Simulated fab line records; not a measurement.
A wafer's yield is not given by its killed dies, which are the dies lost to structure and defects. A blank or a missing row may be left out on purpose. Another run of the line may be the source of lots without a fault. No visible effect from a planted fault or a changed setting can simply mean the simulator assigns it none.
fab line records ; flow gf180mcu
record lots=13; wafers=39; last_day=35
route steps=602 shown CONTACT@313 V1@337 M2@376 V3@440
lots that met no fault: taken from a fault-free run of the same line
start_h: hours from the record's opening day to when the first of the lot's shown wafers began ; wait_h: hours from the lot's prior step to this one ; " unchanged from the row above ; L1.1+2: one row covering several wafers at once ; - no value present, or no start provided ; * or withheld: withheld ; < > ~ a bound
route shown NAME@n: NAME is a module with steps in the file, n the number in the route of the first one ; usual: average and standard deviation across the fault-free wafers ; same: alike in all rows ; chamber/n: place in a boat ; sites: the reading at each site ; _std_site: how widely they spread, as a standard deviation ; _edge_site: outer sites' mean less inner sites' ; radius_mm: how far each site lies from the wafer's centre ; mask NAME#n: copy n ; behind: tool/chamber where the wafer was last shaped ; hold: reason for holding the lot/hours on hold/outcome of the hold ; device: names the non-switching transistor (n, p or np) ; end of line: the same wafers' tests at the end of the route ; a step without rows: its recipe alone ; killed: not the wafer's yield, but the dies lost to structure and defects at the first sort ; map: a wafer's dies, x killed, . not, _ none there
set.NAME: the setting as run; set.NAME@STEP: as run at that earlier step ; model.NAME: the simulator's own value behind a step, which no gauge read
a sample of lots followed through the steps of the route, with each step as a table and each wafer as a row
services: the hour from which a tool's chamber was out of use, counted from the record's first day as start_h (under 0 if before that day), plus the number of hours and why
## steps
# step GF_CONTACT_THK_MEAS_26
# recipe thk_meas_gauge=xrf; reads=W_of_CONTACT_CVD_24
# usual CONTACT_W_THK=297/4.5
lot.wafer;tool;chamber;start_h;wait_h;CONTACT_W_THK[nm]
L697.2;film_metro-04;-;386.34;0.1;293
L697.5;film_metro-04;-;386.34;0.1;304
L697.6;film_metro-04;-;386.34;0.1;294
L698.3;film_metro-03;-;396.40;0.1;297
L698.5;film_metro-03;-;396.40;0.1;292
L698.6;film_metro-03;-;396.40;0.1;297
L699.2;film_metro-04;-;401.79;0.1;294
L699.3;film_metro-04;-;401.79;0.1;294
L699.4;film_metro-04;-;401.79;0.1;301
L700.1;film_metro-03;-;415.26;0.1;295
L700.4;film_metro-03;-;415.26;0.1;296
L700.5;film_metro-03;-;415.26;0.1;297
L702.1;film_metro-03;-;428.12;0.1;297
L702.3;film_metro-03;-;428.12;0.1;296
L702.6;film_metro-03;-;428.12;0.1;296
L703.1;film_metro-03;-;434.71;0.1;295
L703.4;film_metro-03;-;434.71;0.1;299
L703.6;film_metro-03;-;434.71;0.1;290
L704.2;film_metro-04;-;447.26;0.1;296
L704.3;film_metro-04;-;447.26;0.1;294
L704.6;film_metro-04;-;447.26;0.1;298
L705.1;film_metro-04;-;454.58;0.1;296
L705.5;film_metro-04;-;454.58;0.1;301
L705.6;film_metro-04;-;454.58;0.1;297
L706.1;film_metro-03;-;462.87;0.1;292
L706.3;film_metro-03;-;462.87;0.1;286
L706.6;film_metro-03;-;462.87;0.1;301
L715.2;film_metro-04;-;538.97;0.1;300
L715.3;film_metro-04;-;538.97;0.1;306
L715.5;film_metro-04;-;538.97;0.1;306
L716.3;film_metro-01;-;544.83;0.1;306
L716.5;film_metro-01;-;544.83;0.1;299
L716.6;film_metro-01;-;544.83;0.1;304
L717.1;film_metro-01;-;555.50;0.1;294
L717.3;film_metro-01;-;555.50;0.1;296
L717.4;film_metro-01;-;555.50;0.1;294
L718.3;film_metro-01;-;561.32;0.1;290
L718.5;film_metro-01;-;561.32;0.1;297
L718.6;film_metro-01;-;561.32;0.1;292
# step GF_V1_CVD_02
# recipe material=SiO2; target_thk_nm=850; precursor=TEOS; temp_c=400; time_s=92.91; rf_w=600
# usual heater_power_w=646/70
lot.wafer;tool;chamber;start_h;wait_h;heater_power_w
L697.2;pecvd-01;1;410.61;0.0;593
L697.5;pecvd-01;1;410.61;0.0;634
L697.6;pecvd-01;2;410.61;0.0;602
L698.3;pecvd-04;1;420.97;0.0;573
L698.5;pecvd-04;2;420.97;0.0;706
L698.6;pecvd-04;1;420.97;0.0;636
L699.2;pecvd-03;0;427.75;0.0;756
L699.3;pecvd-03;2;427.75;0.0;725
L699.4;pecvd-03;0;427.75;0.0;613
L700.1;pecvd-01;2;441.48;0.1;753
L700.4;pecvd-01;1;441.48;0.1;617
L700.5;pecvd-01;0;441.48;0.1;658
L702.1;pecvd-03;1;454.58;0.1;704
L702.3;pecvd-03;0;454.58;0.1;711
L702.6;pecvd-03;0;454.58;0.1;760
L703.1;pecvd-01;1;460.47;0.1;587
L703.4;pecvd-01;2;460.47;0.1;739
L703.6;pecvd-01;1;460.47;0.1;616
L704.2;pecvd-01;1;472.67;0.0;641
L704.3;pecvd-01;0;472.67;0.0;675
L704.6;pecvd-01;1;472.67;0.0;513
L705.1;pecvd-01;2;481.20;0.1;685
L705.5;pecvd-01;1;481.20;0.1;511
L705.6;pecvd-01;0;481.20;0.1;632
L706.1;pecvd-03;0;499.70;0.1;779
L706.3;pecvd-03;2;499.70;0.1;743
L706.6;pecvd-03;1;499.70;0.1;721
L715.2;pecvd-04;1;562.47;0.0;676
L715.3;pecvd-04;0;562.47;0.0;528
L715.5;pecvd-04;1;562.47;0.0;549
L716.3;pecvd-04;1;568.13;0.0;659
L716.5;pecvd-04;2;568.13;0.0;581
L716.6;pecvd-04;1;568.13;0.0;679
L717.1;pecvd-04;0;578.47;0.1;585
L717.3;pecvd-04;2;578.47;0.1;677
L717.4;pecvd-04;1;578.47;0.1;539
L718.3;pecvd-03;1;584.48;0.0;718
L718.5;pecvd-03;2;584.48;0.0;684
L718.6;pecvd-03;0;584.48;0.0;622
# step GF_M2_CD_MEAS_14
# recipe target_cd_nm=280
# usual cd_nm=279.7/1.2
lot.wafer;tool;chamber;start_h;wait_h;cd_nm
L697.2;cd_sem-01;-;461.74;0.1;281.1
L697.5;cd_sem-01;-;461.74;0.1;281.0
L697.6;cd_sem-01;-;461.74;0.1;279.8
L698.3;cd_sem-01;-;471.46;0.1;277.4
L698.5;cd_sem-01;-;471.46;0.1;279.1
L698.6;cd_sem-01;-;471.46;0.1;277.8
L699.2;cd_sem-01;-;479.44;0.1;280.7
L699.3;cd_sem-01;-;479.44;0.1;280.4
L699.4;cd_sem-01;-;479.44;0.1;279.9
L700.1;cd_sem-01;-;491.28;0.1;279.5
L700.4;cd_sem-01;-;491.28;0.1;280.3
L700.5;cd_sem-01;-;491.28;0.1;278.7
L702.1;cd_sem-01;-;504.81;0.1;281.8
L702.3;cd_sem-01;-;504.81;0.1;281.0
L702.6;cd_sem-01;-;504.81;0.1;281.2
L703.1;cd_sem-01;-;510.77;0.1;279.9
L703.4;cd_sem-01;-;510.77;0.1;280.5
L703.6;cd_sem-01;-;510.77;0.1;281.3
L704.2;cd_sem-01;-;522.64;0.3;281.2
L704.3;cd_sem-01;-;522.64;0.3;281.6
L704.6;cd_sem-01;-;522.64;0.3;282.4
L705.1;cd_sem-01;-;529.83;0.1;278.5
L705.5;cd_sem-01;-;529.83;0.1;276.8
L705.6;cd_sem-01;-;529.83;0.1;277.5
L706.1;cd_sem-02;-;547.66;0.1;279.7
L706.3;cd_sem-02;-;547.66;0.1;278.9
L706.6;cd_sem-02;-;547.66;0.1;281.6
L715.2;cd_sem-01;-;607.78;0.1;280.6
L715.3;cd_sem-01;-;607.78;0.1;282.2
L715.5;cd_sem-01;-;607.78;0.1;281.1
L716.3;cd_sem-02;-;613.90;0.1;280.4
L716.5;cd_sem-02;-;613.90;0.1;279.3
L716.6;cd_sem-02;-;613.90;0.1;279.7
L717.1;cd_sem-01;-;622.98;0.1;281.2
L717.3;cd_sem-01;-;622.98;0.1;280.3
L717.4;cd_sem-01;-;622.98;0.1;280.6
L718.3;cd_sem-02;-;628.00;0.1;281.3
L718.5;cd_sem-02;-;628.00;0.1;280.1
L718.6;cd_sem-02;-;628.00;0.1;279.6
# step GF_V3_EXPOSE_11
# recipe mask_id=Via3; target_cd_nm=260; na=0.68; source_shape=conventional; sigma_outer=0.6; dose_mj=38
lot.wafer;tool;chamber;start_h;wait_h;mask
L697.2+5+6;krf_scanner-02;0;525.66;-;Via3#0
L698.3+5+6;krf_scanner-01;0;534.33;-;Via3#0
L699.2+3+4;krf_scanner-02;0;541.76;-;Via3#0
L700.1+4+5;krf_scanner-02;0;553.51;-;Via3#0
L702.1+3+6;krf_scanner-01;0;565.06;-;Via3#0
L703.1+4+6;krf_scanner-02;0;572.39;-;Via3#0
L704.2+3+6;krf_scanner-02;0;583.98;-;Via3#0
L705.1+5+6;krf_scanner-01;0;589.58;-;Via3#0
L706.1+3+6;krf_scanner-02;0;606.64;-;Via3#0
L715.2+3+5;krf_scanner-01;0;662.73;-;Via3#0
L716.3+5+6;krf_scanner-01;0;667.45;-;Via3#0
L717.1+3+4;krf_scanner-02;0;677.78;-;Via3#0
L718.3+5+6;krf_scanner-02;0;681.55;-;Via3#0
# step GF_V3_CD_MEAS_14
# recipe target_cd_nm=260
# usual cd_nm=260.6/1
lot.wafer;tool;chamber;start_h;wait_h;cd_nm
L697.2;cd_sem-01;-;536.69;0.1;261.1
L697.5;cd_sem-01;-;536.69;0.1;261.0
L697.6;cd_sem-01;-;536.69;0.1;261.2
L698.3;cd_sem-01;-;545.80;0.1;261.1
L698.5;cd_sem-01;-;545.80;0.1;261.3
L698.6;cd_sem-01;-;545.80;0.1;260.4
L699.2;cd_sem-02;-;552.68;0.1;259.5
L699.3;cd_sem-02;-;552.68;0.1;259.6
L699.4;cd_sem-02;-;552.68;0.1;260.3
L700.1;cd_sem-02;-;564.11;0.1;261.8
L700.4;cd_sem-02;-;564.11;0.1;260.8
L700.5;cd_sem-02;-;564.11;0.1;260.9
L702.1;cd_sem-02;-;575.16;0.1;259.3
L702.3;cd_sem-02;-;575.16;0.1;259.5
L702.6;cd_sem-02;-;575.16;0.1;259.6
L703.1;cd_sem-02;-;583.21;0.1;260.7
L703.4;cd_sem-02;-;583.21;0.1;260.6
L703.6;cd_sem-02;-;583.21;0.1;260.9
L704.2;cd_sem-01;-;594.43;0.1;259.3
L704.3;cd_sem-01;-;594.43;0.1;257.3
L704.6;cd_sem-01;-;594.43;0.1;259.6
L705.1;cd_sem-02;-;599.81;0.1;260.4
L705.5;cd_sem-02;-;599.81;0.1;261.2
L705.6;cd_sem-02;-;599.81;0.1;261.6
L706.1;cd_sem-02;-;616.61;0.1;263.9
L706.3;cd_sem-02;-;616.61;0.1;264.5
L706.6;cd_sem-02;-;616.61;0.1;263.6
L715.2;cd_sem-01;-;672.08;0.1;261.6
L715.3;cd_sem-01;-;672.08;0.1;262.0
L715.5;cd_sem-01;-;672.08;0.1;261.3
L716.3;cd_sem-01;-;676.35;0.1;260.1
L716.5;cd_sem-01;-;676.35;0.1;259.1
L716.6;cd_sem-01;-;676.35;0.1;260.2
L717.1;cd_sem-01;-;687.31;0.1;261.1
L717.3;cd_sem-01;-;687.31;0.1;260.9
L717.4;cd_sem-01;-;687.31;0.1;261.4
L718.3;cd_sem-01;-;691.40;0.1;261.3
L718.5;cd_sem-01;-;691.40;0.1;261.6
L718.6;cd_sem-01;-;691.40;0.1;262.5
## services
tool;chamber;start_h;hours;kind
pecvd-01;-;403.37;0.3;repair
krf_scanner-01;-;405.98;1.3;pm
krf_scanner-02;-;444.41;0.8;pm
krf_scanner-02;0;446.91;-;calibration
pecvd-01;-;448.71;1.2;repair
pecvd-04;-;456.32;14.6;pm
krf_scanner-02;-;472.70;-;calibration
krf_scanner-01;-;475.91;21.0;pm
pecvd-04;-;480.73;3.3;repair
pecvd-03;-;495.59;3.0;repair
krf_scanner-02;-;496.91;1.0;pm
krf_scanner-01;-;497.91;0.8;pm
krf_scanner-01;-;500.38;1.0;pm
krf_scanner-02;-;504.10;1.3;pm
pecvd-04;-;518.81;2.8;pm
krf_scanner-01;-;581.95;1.3;pm
pecvd-01;-;591.12;14.0;pm
pecvd-01;-;605.93;1.0;repair
krf_scanner-02;-;613.21;0.8;pm
krf_scanner-02;0;617.45;-;calibration
krf_scanner-02;-;657.52;1.0;pm
krf_scanner-01;-;666.14;0.8;pm
krf_scanner-01;-;669.38;1.0;pm
krf_scanner-02;-;680.00;1.3;pm
## key
first_sign step=GF_V3_CD_MEAS_14; reading=cd_nm; direction=up; sigmas=3.4; usual=260.6; struck=264.0
effect none on later readings
met_at GF_V3_EXPOSE_11
struck_lots L706
not_acting_at GF_CONTACT_THK_MEAS_26,GF_V1_CVD_02,GF_M2_CD_MEAS_14
onset_between 583.98 606.64
fault kind=process_parameter_drift; tool=krf_scanner-02; chamber=-; onset_h=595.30; steps=GF_V3_EXPOSE_11; channel=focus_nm; offset=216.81; spread_by_wafer=0.3; shape=step; end_h=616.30
